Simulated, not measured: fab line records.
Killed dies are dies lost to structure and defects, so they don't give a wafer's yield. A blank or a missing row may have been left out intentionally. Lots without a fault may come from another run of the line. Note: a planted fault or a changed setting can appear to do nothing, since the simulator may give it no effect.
fab line records	flow sky130
[record] lots = 24	wafers = 72	last-day = 51
route steps=708 shown VIA2@508 METAL4@598 CAP2M@603
lots untouched by any fault: they come from a run of this same line in which no faults occurred
start-h: start of the lot's first displayed wafer, in hours after the record's first day	wait-h: hours from the lot's prior step to this one	" the same as in the row above	L1.1+2: a single row standing in for several wafers	- no value present, or no start provided	* or withheld: withheld	< > ~ a bound
route shown NAME@n: NAME is a module with steps in the file, n the number in the route of the first one	usual: average and standard deviation across the fault-free wafers	same: alike in all rows	chamber/n: place in a boat	sites: readings site by site	_std_site: standard deviation across them	_edge_site: mean of outer sites minus mean of inner sites	radius-mm: how far each site lies from the wafer's centre	mask NAME#n: copy n	behind: tool/chamber where the wafer was last shaped	hold: reason for holding the lot/hours on hold/outcome of the hold	device: names the non-switching transistor (n, p or np)	end of line: the tests these same wafers got at the end of their route	where a step has no rows: the recipe by itself	killed: dies that structure and defects cost at the first sort, which is not the same as the wafer's yield	map: a wafer's dies, marking killed ones x, the rest . and places with no die _
set.NAME: setting as actually run; set.NAME@STEP: the setting as run at that earlier step	model.NAME: the simulator's own value behind a step, which no gauge read
route steps across a sampled set of lots; one table per step, one row per wafer
services: from which hour (start-h, from the record's first day; less than 0 if before it) a tool's chamber was out of use, for how many hours, and why
[[steps]]
[step SKY_VIA2_THK_MEAS_01]
[recipe] reads = SiO2_of_VIA2_HDPCVD_00
[usual] VIA2_HDPCVD_THK = 1179/12
lot.wafer	tool	chamber	start-h	wait-h	VIA2_HDPCVD_THK[nm]
L074.2	film-metro-03	-	841.72	0.1	1187
L074.4	"	-	"	"	1195
L074.5	"	-	"	"	1202
L075.1	film-metro-02	-	852.93	0.1	1159
L075.3	"	-	"	"	1158
L075.4	"	-	"	"	1150
L076.1	film-metro-04	-	855.14	0.1	1163
L076.4	"	-	"	"	1150
L076.6	"	-	"	"	1177
L077.1	film-metro-02	-	867.86	0.1	1181
L077.2	"	-	"	"	1191
L077.6	"	-	"	"	1166
L078.1	film-metro-03	-	876.23	0.1	1183
L078.4	"	-	"	"	1181
L078.6	"	-	"	"	1195
L079.4	film-metro-02	-	877.39	0.0	1167
L079.5	"	-	"	"	1193
L079.6	"	-	"	"	1188
L080.3	film-metro-02	-	883.66	0.1	1166
L080.5	"	-	"	"	1169
L080.6	"	-	"	"	1192
L081.3	film-metro-03	-	899.93	0.1	1184
L081.4	"	-	"	"	1155
L081.6	"	-	"	"	1180
L082.1	film-metro-03	-	905.08	0.1	1171
L082.2	"	-	"	"	1178
L082.3	"	-	"	"	1162
L083.2	film-metro-02	-	914.20	0.1	1193
L083.3	"	-	"	"	1182
L083.4	"	-	"	"	1197
L084.2	film-metro-02	-	919.24	0.1	1187
L084.3	"	-	"	"	1178
L084.6	"	-	"	"	1188
L085.1	film-metro-04	-	927.51	0.1	1175
L085.2	"	-	"	"	1177
L085.3	"	-	"	"	1174
L086.2	film-metro-03	-	929.72	0.1	1176
L086.4	"	-	"	"	1176
L086.6	"	-	"	"	1184
L087.1	film-metro-02	-	936.93	0.1	1180
L087.2	"	-	"	"	1176
L087.5	"	-	"	"	1176
L088.3	film-metro-02	-	949.13	0.1	1157
L088.5	"	-	"	"	1175
L088.6	"	-	"	"	1169
L089.2	film-metro-04	-	954.10	0.1	1191
L089.3	"	-	"	"	1204
L089.6	"	-	"	"	1205
L090.2	film-metro-03	-	967.19	0.1	1186
L090.4	"	-	"	"	1188
L090.5	"	-	"	"	1194
L091.1	film-metro-03	-	972.20	0.1	1188
L091.2	"	-	"	"	1194
L091.5	"	-	"	"	1192
L092.3	film-metro-04	-	972.54	0.1	1178
L092.4	"	-	"	"	1191
L092.5	"	-	"	"	1197
L093.1	film-metro-03	-	978.56	0.1	1167
L093.3	"	-	"	"	1171
L093.6	"	-	"	"	1172
L094.1	film-metro-03	-	986.38	0.1	1181
L094.2	"	-	"	"	1180
L094.3	"	-	"	"	1174
L095.1	film-metro-02	-	994.85	0.1	1170
L095.4	"	-	"	"	1177
L095.6	"	-	"	"	1181
L096.3	film-metro-04	-	996.42	0.1	1171
L096.5	"	-	"	"	1170
L096.6	"	-	"	"	1171
L097.2	film-metro-04	-	1000.32	0.1	1182
L097.3	"	-	"	"	1171
L097.6	"	-	"	"	1193
[step SKY_VIA2_CD_MEAS_12]
[recipe] target-cd-nm = 200
[usual] cd-nm = 199.8/1.6
lot.wafer	tool	chamber	start-h	wait-h	cd-nm
L074.2	cd-sem-02	-	868.88	-	197.4
L074.4	"	-	"	"	198.0
L074.5	"	-	"	"	198.4
L075.1	cd-sem-01	-	879.57	-	197.9
L075.3	"	-	"	"	197.1
L075.4	"	-	"	"	197.2
L076.1	cd-sem-02	-	881.55	-	202.4
L076.4	"	-	"	"	200.1
L076.6	"	-	"	"	199.4
L077.1	cd-sem-01	-	895.25	-	201.7
L077.2	"	-	"	"	200.3
L077.6	"	-	"	"	201.9
L078.1	cd-sem-02	-	902.87	-	201.3
L078.4	"	-	"	"	201.8
L078.6	"	-	"	"	201.8
L079.4	cd-sem-01	-	904.21	-	199.1
L079.5	"	-	"	"	197.0
L079.6	"	-	"	"	199.0
L080.3	cd-sem-01	-	910.39	-	203.3
L080.5	"	-	"	"	201.4
L080.6	"	-	"	"	202.1
L081.3	cd-sem-02	-	925.64	-	199.0
L081.4	"	-	"	"	200.0
L081.6	"	-	"	"	199.5
L082.1	cd-sem-02	-	931.35	-	200.7
L082.2	"	-	"	"	201.3
L082.3	"	-	"	"	201.4
L083.2	cd-sem-02	-	939.52	-	199.1
L083.3	"	-	"	"	198.5
L083.4	"	-	"	"	198.3
L084.2	cd-sem-02	-	945.22	-	198.8
L084.3	"	-	"	"	198.4
L084.6	"	-	"	"	198.5
L085.1	cd-sem-01	-	952.22	-	201.0
L085.2	"	-	"	"	202.0
L085.3	"	-	"	"	200.3
L086.2	cd-sem-01	-	954.64	-	201.4
L086.4	"	-	"	"	202.7
L086.6	"	-	"	"	201.0
L087.1	cd-sem-01	-	961.97	-	200.1
L087.2	"	-	"	"	199.9
L087.5	"	-	"	"	200.6
L088.3	cd-sem-02	-	974.34	-	198.6
L088.5	"	-	"	"	200.0
L088.6	"	-	"	"	199.8
L089.2	cd-sem-02	-	979.42	-	200.2
L089.3	"	-	"	"	201.4
L089.6	"	-	"	"	201.5
L090.2	cd-sem-01	-	992.12	-	199.2
L090.4	"	-	"	"	199.2
L090.5	"	-	"	"	199.2
L091.1	cd-sem-01	-	996.75	-	201.1
L091.2	"	-	"	"	200.8
L091.5	"	-	"	"	199.4
L092.3	cd-sem-02	-	997.66	-	197.7
L092.4	"	-	"	"	197.9
L092.5	"	-	"	"	197.1
L093.1	cd-sem-02	-	1003.37	-	199.1
L093.3	"	-	"	"	198.6
L093.6	"	-	"	"	198.6
L094.1	cd-sem-01	-	1010.05	-	197.0
L094.2	"	-	"	"	196.7
L094.3	"	-	"	"	198.0
L095.1	cd-sem-02	-	1018.52	-	200.5
L095.4	"	-	"	"	199.7
L095.6	"	-	"	"	201.4
L096.3	cd-sem-02	-	1020.14	-	199.4
L096.5	"	-	"	"	198.0
L096.6	"	-	"	"	199.9
L097.2	cd-sem-01	-	1023.92	-	200.2
L097.3	"	-	"	"	199.0
L097.6	"	-	"	"	200.2
[step SKY_METAL4_SPUTTER_00]
[recipe] material = Ti	target-thk-nm = 15	power-w = 3000	time-s = 10	chamber-pressure-pa = 0.4
[usual] cathode-dc-power-W = 3000.0/0.54	throttle-valve-pct = 29.6/1
lot.wafer	tool	chamber	start-h	wait-h	cathode-dc-power-W	throttle-valve-pct
L074.2	pvd-sputter-04	-	953.38	0.1	2999.5	28.9
L074.4	"	-	"	"	3000.4	28.9
L074.5	"	-	"	"	2998.9	28.8
L076.1	pvd-sputter-02	-	963.18	0.2	3000.4	29.4
L076.4	"	-	"	"	3000.6	27.7
L076.6	"	-	"	"	2999.7	29.0
L075.1	pvd-sputter-02	-	963.88	0.2	2999.3	27.6
L075.3	"	-	"	"	2999.8	29.6
L075.4	"	-	"	"	2999.8	29.0
L077.1	pvd-sputter-02	-	977.38	0.2	3000.0	29.2
L077.2	"	-	"	"	2999.7	27.6
L077.6	"	-	"	"	3000.0	27.5
L078.1	pvd-sputter-02	-	983.78	0.2	3000.6	30.5
L078.4	"	-	"	"	3000.5	27.6
L078.6	"	-	"	"	2999.1	30.5
L079.4	pvd-sputter-04	-	986.31	0.2	2999.0	29.0
L079.5	"	-	"	"	2999.7	28.5
L079.6	"	-	"	"	3000.1	30.2
L080.3	pvd-sputter-01	-	990.59	0.2	2999.9	30.6
L080.5	"	-	"	"	3000.2	29.6
L080.6	"	-	"	"	2999.9	30.6
L081.3	pvd-sputter-02	-	1005.89	0.2	3000.8	29.2
L081.4	"	-	"	"	3000.4	27.5
L081.6	"	-	"	"	2999.5	28.9
L082.1	pvd-sputter-01	-	1010.55	0.1	3000.3	30.5
L082.2	"	-	"	"	3000.2	31.4
L082.3	"	-	"	"	2999.3	29.3
L083.2	pvd-sputter-04	-	1016.88	0.2	2999.9	29.0
L083.3	"	-	"	"	3000.1	30.1
L083.4	"	-	"	"	2999.6	30.2
L084.2	pvd-sputter-02	-	1024.11	0.1	2999.4	30.6
L084.3	"	-	"	"	2999.7	27.8
L084.6	"	-	"	"	2999.6	27.8
L085.1	pvd-sputter-01	-	1030.41	0.2	3000.0	31.8
L085.2	"	-	"	"	2999.9	29.3
L085.3	"	-	"	"	2999.7	30.6
L086.2	pvd-sputter-02	-	1030.74	0.1	3000.2	27.6
L086.4	"	-	"	"	3000.0	29.6
L086.6	"	-	"	"	2999.3	30.6
L087.1	pvd-sputter-01	-	1041.22	0.2	3000.3	29.9
L087.2	"	-	"	"	3000.0	29.6
L087.5	"	-	"	"	3000.0	31.8
L088.3	pvd-sputter-04	-	1050.48	0.1	2999.4	29.0
L088.5	"	-	"	"	3000.7	29.0
L088.6	"	-	"	"	3000.2	30.3
L089.2	pvd-sputter-02	-	1055.42	0.2	2999.6	27.5
L089.3	"	-	"	"	2999.9	29.6
L089.6	"	-	"	"	3000.6	29.0
L090.2	pvd-sputter-01	-	1066.17	0.1	3000.2	29.8
L090.4	"	-	"	"	3000.6	30.5
L090.5	"	-	"	"	2999.1	30.2
L091.1	pvd-sputter-04	-	1072.14	0.2	3000.8	29.1
L091.2	"	-	"	"	3000.2	30.5
L091.5	"	-	"	"	3000.0	30.5
L092.3	pvd-sputter-04	-	1073.44	0.2	3001.0	30.5
L092.4	"	-	"	"	2999.5	30.2
L092.5	"	-	"	"	2999.3	29.4
L093.1	pvd-sputter-02	-	1076.56	0.1	2999.8	29.5
L093.3	"	-	"	"	3000.1	27.8
L093.6	"	-	"	"	2999.6	30.4
L094.1	pvd-sputter-01	-	1083.53	0.2	2998.2	31.8
L094.2	"	-	"	"	2999.5	29.8
L094.3	"	-	"	"	2999.6	30.8
L095.1	pvd-sputter-02	-	1092.42	0.2	3000.7	29.0
L095.4	"	-	"	"	3000.8	29.5
L095.6	"	-	"	"	3000.3	29.5
L096.3	pvd-sputter-01	-	1092.88	0.2	3000.3	31.6
L096.5	"	-	"	"	3000.0	30.6
L096.6	"	-	"	"	2999.6	29.8
L097.2	pvd-sputter-02	-	1097.32	0.1	3000.0	27.6
L097.3	"	-	"	"	3001.2	28.8
L097.6	"	-	"	"	3000.3	27.7
[step SKY_CAP2M_CVD_00]
[recipe] material = SiO2	target-thk-nm = 15.5	temp-c = 400	time-s = withheld	rf-w = 450
[usual] heater-power-w = 707/63
lot.wafer	tool	chamber	start-h	wait-h	heater-power-w
L074.2	pecvd-02	2	953.53	0.0	650
L074.4	"	2	"	"	674
L074.5	"	1	"	"	619
L076.1	pecvd-01	1	963.33	0.0	744
L076.4	"	2	"	"	657
L076.6	"	0	"	"	734
L075.1	pecvd-01	2	964.03	0.0	757
L075.3	"	0	"	"	619
L075.4	"	2	"	"	742
L077.1	pecvd-02	1	977.53	0.0	734
L077.2	"	0	"	"	720
L077.6	"	1	"	"	722
L078.1	pecvd-01	0	983.94	0.0	690
L078.4	"	0	"	"	689
L078.6	"	2	"	"	798
L079.4	pecvd-04	2	986.47	0.0	654
L079.5	"	1	"	"	793
L079.6	"	0	"	"	856
L080.3	pecvd-01	2	990.74	0.0	819
L080.5	"	1	"	"	719
L080.6	"	2	"	"	831
L081.3	pecvd-01	1	1006.05	0.0	749
L081.4	"	2	"	"	782
L081.6	"	0	"	"	706
L082.1	pecvd-02	2	1010.71	0.0	677
L082.2	"	0	"	"	689
L082.3	"	2	"	"	685
L083.2	pecvd-04	2	1017.04	0.0	584
L083.3	"	1	"	"	687
L083.4	"	1	"	"	699
L084.2	pecvd-01	0	1024.26	0.0	664
L084.3	"	2	"	"	751
L084.6	"	0	"	"	653
L085.1	pecvd-02	0	1030.56	0.0	749
L085.2	"	2	"	"	659
L085.3	"	1	"	"	629
L086.2	pecvd-01	2	1030.90	0.0	801
L086.4	"	2	"	"	795
L086.6	"	1	"	"	738
L087.1	pecvd-04	2	1041.37	0.0	614
L087.2	"	0	"	"	780
L087.5	"	2	"	"	624
L088.3	pecvd-02	1	1050.65	0.0	625
L088.5	"	2	"	"	720
L088.6	"	1	"	"	622
L089.2	pecvd-02	2	1055.57	0.0	676
L089.3	"	1	"	"	700
L089.6	"	1	"	"	702
L090.2	pecvd-04	1	1066.32	0.0	745
L090.4	"	1	"	"	735
L090.5	"	0	"	"	798
L091.1	pecvd-02	0	1072.29	0.0	670
L091.2	"	1	"	"	705
L091.5	"	2	"	"	708
L092.3	pecvd-04	1	1073.59	0.0	645
L092.4	"	1	"	"	663
L092.5	"	2	"	"	662
L093.1	pecvd-01	2	1076.72	0.0	745
L093.3	"	0	"	"	669
L093.6	"	2	"	"	734
L094.1	pecvd-02	2	1083.69	0.0	629
L094.2	"	0	"	"	739
L094.3	"	1	"	"	635
L095.1	pecvd-04	0	1092.58	0.0	861
L095.4	"	2	"	"	645
L095.6	"	1	"	"	676
L096.3	pecvd-01	1	1093.04	0.0	685
L096.5	"	2	"	"	835
L096.6	"	0	"	"	680
L097.2	pecvd-01	2	1097.47	0.0	751
L097.3	"	1	"	"	647
L097.6	"	0	"	"	712
[step SKY_METAL4_OVL_MEAS_14]
[usual] METAL4_OVL = 3/4.5
lot.wafer	tool	chamber	start-h	wait-h	METAL4_OVL[nm]
L074.2	overlay-02	-	1003.84	0.1	2
L074.4	"	-	"	"	3
L074.5	"	-	"	"	1
L076.1	overlay-02	-	1011.94	0.1	-3
L076.4	"	-	"	"	-3
L076.6	"	-	"	"	4
L075.1	overlay-02	-	1013.27	0.1	-4
L075.3	"	-	"	"	0
L075.4	"	-	"	"	-7
L077.1	overlay-01	-	1025.87	0.1	-2
L077.2	"	-	"	"	7
L077.6	"	-	"	"	8
L078.1	overlay-02	-	1032.59	0.1	5
L078.4	"	-	"	"	7
L078.6	"	-	"	"	4
L079.4	overlay-02	-	1034.46	0.1	5
L079.5	"	-	"	"	5
L079.6	"	-	"	"	6
L080.3	overlay-01	-	1039.55	0.1	10
L080.5	"	-	"	"	13
L080.6	"	-	"	"	4
L081.3	overlay-02	-	1052.30	0.1	10
L081.4	"	-	"	"	3
L081.6	"	-	"	"	3
L082.1	overlay-02	-	1057.59	0.1	0
L082.2	"	-	"	"	11
L082.3	"	-	"	"	0
L083.2	overlay-02	-	1063.67	0.1	1
L083.3	"	-	"	"	11
L083.4	"	-	"	"	3
L084.2	overlay-01	-	1070.22	0.1	11
L084.3	"	-	"	"	8
L084.6	"	-	"	"	4
L085.1	overlay-01	-	1076.14	0.1	8
L085.2	"	-	"	"	8
L085.3	"	-	"	"	1
L086.2	overlay-02	-	1076.79	0.1	-8
L086.4	"	-	"	"	4
L086.6	"	-	"	"	0
L087.1	overlay-01	-	1087.07	0.1	3
L087.2	"	-	"	"	5
L087.5	"	-	"	"	0
L088.3	overlay-01	-	1095.35	0.1	7
L088.5	"	-	"	"	9
L088.6	"	-	"	"	5
L089.2	overlay-01	-	1100.27	0.1	4
L089.3	"	-	"	"	1
L089.6	"	-	"	"	6
L090.2	overlay-02	-	1110.64	0.1	-1
L090.4	"	-	"	"	-2
L090.5	"	-	"	"	-3
L091.1	overlay-02	-	1116.39	0.1	9
L091.2	"	-	"	"	1
L091.5	"	-	"	"	3
L092.3	overlay-01	-	1116.75	0.1	9
L092.4	"	-	"	"	10
L092.5	"	-	"	"	9
L093.1	overlay-01	-	1120.64	0.1	3
L093.3	"	-	"	"	1
L093.6	"	-	"	"	0
L094.1	overlay-02	-	1127.14	0.1	2
L094.2	"	-	"	"	0
L094.3	"	-	"	"	1
L095.1	overlay-02	-	1134.29	0.1	7
L095.4	"	-	"	"	6
L095.6	"	-	"	"	9
L096.3	overlay-02	-	1135.18	0.1	0
L096.5	"	-	"	"	-2
L096.6	"	-	"	"	7
L097.2	overlay-02	-	1138.77	0.1	9
L097.3	"	-	"	"	3
L097.6	"	-	"	"	7
[step SKY_METAL4_DESCUM_15]
[recipe] chemistry = O2	source-power-w = 150	bias-power-w = 0	pressure-mtorr = 10	temp-c = 40	time-s = 8
[usual] chamber-pressure-mTorr = 10.000/0.0091	drypump-motor-current-A = 5.8/0.58	he-backside-leak-sccm = 3.3/0.35	oes-product-au = 1.001/0.0066
lot.wafer	tool	chamber	start-h	wait-h	chamber-pressure-mTorr	drypump-motor-current-A	he-backside-leak-sccm	oes-product-au	rf-hours-counter-h
L074.2	rie-metal-02	0	1003.87	0.0	10.003	5.7	3.5	0.998	12
L074.4	"	1	"	"	10.001	5.1	3.2	1.004	-
L074.5	"	1	"	"	9.998	5.1	3.2	0.996	-
L076.1	rie-metal-01	0	1011.97	0.0	10.002	6.7	3.4	1.011	14
L076.4	"	1	"	"	10.012	6.1	3.4	0.994	-
L076.6	"	1	"	"	9.987	6.1	3.3	0.992	-
L075.1	rie-metal-01	1	1013.30	0.0	10.005	6.1	3.4	0.982	12
L075.3	"	1	"	"	9.984	6.1	3.4	0.994	-
L075.4	"	0	"	"	10.002	6.7	3.0	1.002	-
L077.1	rie-metal-01	0	1025.90	0.0	9.997	6.7	3.1	1.002	15
L077.2	"	1	"	"	10.010	6.1	3.1	0.997	13
L077.6	"	0	"	"	10.001	6.6	3.1	1.000	-
L078.1	rie-metal-02	1	1032.62	0.0	10.007	5.1	3.1	0.993	10
L078.4	"	1	"	"	10.009	5.1	3.1	0.999	-
L078.6	"	1	"	"	10.000	5.1	3.3	1.002	-
L079.4	rie-metal-01	0	1034.48	0.0	9.998	6.7	3.0	0.991	-
L079.5	"	0	"	"	10.003	6.7	3.1	1.002	-
L079.6	"	1	"	"	10.015	6.1	3.4	0.989	-
L080.3	rie-metal-02	0	1039.58	0.0	9.995	5.8	6.6	1.000	-
L080.5	"	0	"	"	9.990	5.8	3.5	1.011	-
L080.6	"	1	"	"	9.991	5.1	3.3	1.003	-
L081.3	rie-metal-02	0	1052.33	0.0	9.997	5.8	3.4	1.008	-
L081.4	"	1	"	"	9.995	5.1	3.3	1.001	-
L081.6	"	1	"	"	9.993	5.1	3.4	0.999	-
L082.1	rie-metal-01	0	1057.62	0.0	10.001	6.7	3.2	1.006	17
L082.2	"	1	"	"	10.001	6.1	3.5	0.998	15
L082.3	"	0	"	"	9.995	6.7	3.2	1.006	-
L083.2	rie-metal-02	1	1063.70	0.0	9.998	5.1	3.2	0.992	11
L083.3	"	0	"	"	9.999	5.7	3.5	1.006	-
L083.4	"	1	"	"	10.007	5.1	3.2	0.989	-
L084.2	rie-metal-03	0	1070.25	0.0	9.984	4.8	3.4	1.003	23
L084.3	"	0	"	"	10.015	4.8	3.5	1.003	-
L084.6	"	0	"	"	10.009	4.8	3.5	1.012	-
L085.1	rie-metal-02	0	1076.17	0.0	9.980	5.8	3.4	0.991	16
L085.2	"	1	"	"	9.995	5.1	3.2	0.985	12
L085.3	"	1	"	"	9.998	5.1	3.3	0.995	-
L086.2	rie-metal-01	1	1076.82	0.0	9.981	6.1	3.2	0.992	17
L086.4	"	1	"	"	9.984	6.1	3.1	0.986	-
L086.6	"	1	"	"	10.018	6.1	3.2	0.995	-
L087.1	rie-metal-03	1	1087.10	0.0	10.000	5.6	3.5	1.006	13
L087.2	"	1	"	"	9.995	5.6	3.5	1.001	-
L087.5	"	1	"	"	9.996	5.6	3.4	1.000	-
L088.3	rie-metal-01	0	1095.38	0.0	10.009	6.7	3.1	1.007	-
L088.5	"	1	"	"	10.012	6.1	3.1	0.996	-
L088.6	"	0	"	"	10.000	6.7	3.0	0.998	-
L089.2	rie-metal-03	0	1100.30	0.0	10.005	4.8	3.4	1.001	0
L089.3	"	0	"	"	10.001	4.8	3.4	0.999	-
L089.6	"	1	"	"	9.993	5.6	3.3	0.998	-
L090.2	rie-metal-02	0	1110.67	0.0	9.979	5.8	3.3	1.002	18
L090.4	"	0	"	"	10.007	5.8	3.5	1.000	-
L090.5	"	1	"	"	9.991	5.1	3.1	0.999	-
L091.1	rie-metal-02	0	1116.42	0.0	10.009	5.8	3.5	1.012	18
L091.2	"	1	"	"	9.983	5.1	3.3	1.010	15
L091.5	"	1	"	"	10.014	5.1	3.4	1.015	-
L092.3	rie-metal-01	1	1116.78	0.0	9.991	6.1	3.4	0.985	-
L092.4	"	0	"	"	10.008	6.7	3.2	0.994	-
L092.5	"	0	"	"	9.995	6.7	3.2	1.006	-
L093.1	rie-metal-01	1	1120.67	0.0	9.995	6.1	3.3	1.001	20
L093.3	"	0	"	"	10.003	6.6	3.2	1.004	-
L093.6	"	1	"	"	9.974	6.1	3.6	0.989	-
L094.1	rie-metal-02	0	1127.17	0.0	10.000	5.7	3.3	1.005	20
L094.2	"	1	"	"	10.005	5.1	3.2	0.999	16
L094.3	"	0	"	"	10.014	5.7	3.5	1.008	-
L095.1	rie-metal-02	0	1134.32	0.0	9.991	5.8	3.4	1.006	20
L095.4	"	1	"	"	9.995	5.1	3.3	0.998	-
L095.6	"	1	"	"	10.007	5.1	3.3	0.995	-
L096.3	rie-metal-02	0	1135.22	0.0	10.020	5.8	3.4	1.009	-
L096.5	"	0	"	"	10.005	5.8	3.4	1.008	-
L096.6	"	1	"	"	10.001	5.1	3.2	1.003	-
L097.2	rie-metal-01	0	1138.80	0.0	10.007	6.7	3.2	0.999	24
L097.3	"	1	"	"	10.000	6.1	3.5	0.998	-
L097.6	"	0	"	"	9.982	6.7	3.2	0.997	-
[[services]]
tool	chamber	start-h	hours	kind
rie-metal-01	-	948.12	0.8	repair
rie-metal-03	-	964.00	2.8	pm
pvd-sputter-02	-	969.60	1.2	repair
pecvd-02	1	986.06	5.5	scheduled-down
pecvd-02	-	986.16	5.5	pm
pecvd-02	1	999.38	-	clean
pecvd-02	1	999.38	-	consumable-replace:showerhead
pecvd-02	1	999.38	29.0	scheduled-down
pecvd-02	1	999.38	29.0	vent-cycle
pvd-sputter-02	-	1010.82	1.4	repair
pvd-sputter-02	2	1012.63	-	consumable-replace:kit
pvd-sputter-02	2	1012.63	18.0	scheduled-down
pvd-sputter-02	2	1012.63	18.0	vent-cycle
rie-metal-03	-	1018.82	2.4	repair
pvd-sputter-04	-	1025.43	6.6	repair
pvd-sputter-04	-	1034.96	6.0	repair
rie-metal-03	-	1035.84	0.3	repair
pecvd-02	0	1049.83	2.1	scheduled-down
pvd-sputter-02	-	1104.95	2.0	repair
pecvd-04	-	1109.17	0.4	repair
pvd-sputter-02	1	1109.61	-	consumable-replace:kit
pvd-sputter-02	1	1109.61	18.0	scheduled-down
pvd-sputter-02	1	1109.61	18.0	vent-cycle
rie-metal-01	-	1130.64	2.8	pm
[[key]]
fault none
